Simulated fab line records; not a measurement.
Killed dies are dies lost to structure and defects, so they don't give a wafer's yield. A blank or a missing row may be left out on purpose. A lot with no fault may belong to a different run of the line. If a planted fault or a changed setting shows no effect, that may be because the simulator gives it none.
Code-filled problem report in 8D (eight disciplines) form | flow sky130 | the parts of the form that need people (team, actions taken, sign-off) are left out
Where a reading is given only as a bound, like >300, the bound stands for it, and a mean or a difference that rests on one is marked > or <: the true number lies beyond.

== 1. WHAT IS WRONG ==
CAP2M_TIN_THK at SKY_CAP2M_THK_MEAS_04 reads a mean of <0.0 nm on 6 wafers of 2 lots; wafers without a fault read 197.0 nm with a standard deviation of 2.9. That is <-68 standard deviations from the usual mean.
The step: measures by xrf.
First observed at day 42 03:14: wafer L297.1, on film-metro-01. The record has a number at this step for 42 wafers belonging to 14 lots. By rule, "out" or "out of limits" means more than 4 standard deviations away from the usual mean. Any other wafer with a number is counted as sound.

== 2. WHAT IT IS, AND WHAT IT ISN'T ==
question                    | is                           | is not
which readings at this step | CAP2M_TIN_THK                | -
which lots                  | L297, L298                   | L291, L292, L295, L303, L306, L308, L309, L310, L311, L312, L313, L314
which wafers of those lots  | all that have a number       | -
read on which gauges        | film-metro-01, film-metro-03 | film-metro-02
when                        | from day 42 03:14            | up to then (9 sound wafers); but 27 sound wafers of L303, L306, L308, L309, L310, L311, L312, L313, L314 came after

== 3. SUSPECTS, AND WHAT RULES EACH OUT ==
Counting: a tool at any process step up to the reading remains a suspect when it ran all the lots that are out and ran no sound lot after the first of those.
- ruled out: the gauge at SKY_CAP2M_THK_MEAS_04. Those wafers that are out were read across 2 gauges (film-metro-01, film-metro-03).
- cvd-w-02 at SKY_VIA3_CVD_21 (deposits W, target thk 390 nm, time 117.31 s): ruled out as a lasting fault. The sound lots L306, L308, L311, L310, L312, L313, L314 went through it after L297, its earliest lot that is out (day 42 01:58).
- pvd-sputter-01 at SKY_CAP2M_SPUTTER_02 (material TiN, target thk 200 nm, time 166.7 s): ruled out as a lasting fault. The sound lots L303, L308, L311, L312, L313 went through it after L297, its earliest lot that is out (day 42 03:00).
Left after counting: nothing in the record.

== 4. THE CAUSE (what the simulator had put in) ==
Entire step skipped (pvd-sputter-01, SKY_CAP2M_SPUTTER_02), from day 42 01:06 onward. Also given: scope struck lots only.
It was ruled out by counting, in error; the rule expects a fault to strike all lots run on its tool from its start on, and this fault did not.

== 5. THE EFFECT CHAIN, in route order ==
Each row: a reading where the mean over the struck wafers with a number is more than 3 standard deviations away from the usual. Readings are gone through only where the record gives a usual standard deviation; hours: the median, over the lots, of the time from a lot's start at the first step in this table giving one to that lot's start at this step; sigmas: the change measured in usual standard deviations.
hours | step                    | reading            | usual      | on struck wafers | change  | sigmas
0     | SKY_CAP2M_THK_MEAS_04   | CAP2M_TIN_THK      | 197.0 nm   | <0.0             | <-197.0 | <-68
23    | SKY_CAP2M_METAL_ETCH_13 | oes-product-au     | 0.939 a.u. | 0.376            | -0.563  | -66
23    | SKY_CAP2M_METAL_ETCH_13 | throttle-valve-pct | 21.905 %   | 22.267           | +0.362  | +36
The process steps in it:
- SKY_CAP2M_METAL_ETCH_13: etches TiN in Cl2/BCl3, stops on SiO2, target depth 220 nm, time 62.9 s.
Readings that are blank on the struck wafers while sound wafers have them: cathode-dc-power-W at SKY_CAP2M_SPUTTER_02; chamber-pressure-pa at SKY_CAP2M_SPUTTER_02; throttle-valve-pct at SKY_CAP2M_SPUTTER_02; CAP2M_TIN_RS at SKY_CAP2M_RS_MEAS_03.

== 6. WHAT WOULD HAVE CAUGHT IT SOONER ==
2 hours passed between the start of the fault at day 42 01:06 and the first reading out of limits at a measuring or inspecting step in this record, taken at day 42 03:14.
Between SKY_CAP2M_SPUTTER_02 and SKY_CAP2M_THK_MEAS_04, SKY_CAP2M_RS_MEAS_03 gave no CAP2M_TIN_RS on the struck wafers, where sound wafers have one: a measuring or inspecting step that comes back empty is itself a sign.
At SKY_CAP2M_SPUTTER_02 the tool's readings are blank on the struck wafers, where sound wafers have them: an empty tool record is the first sign, and it was there at once.
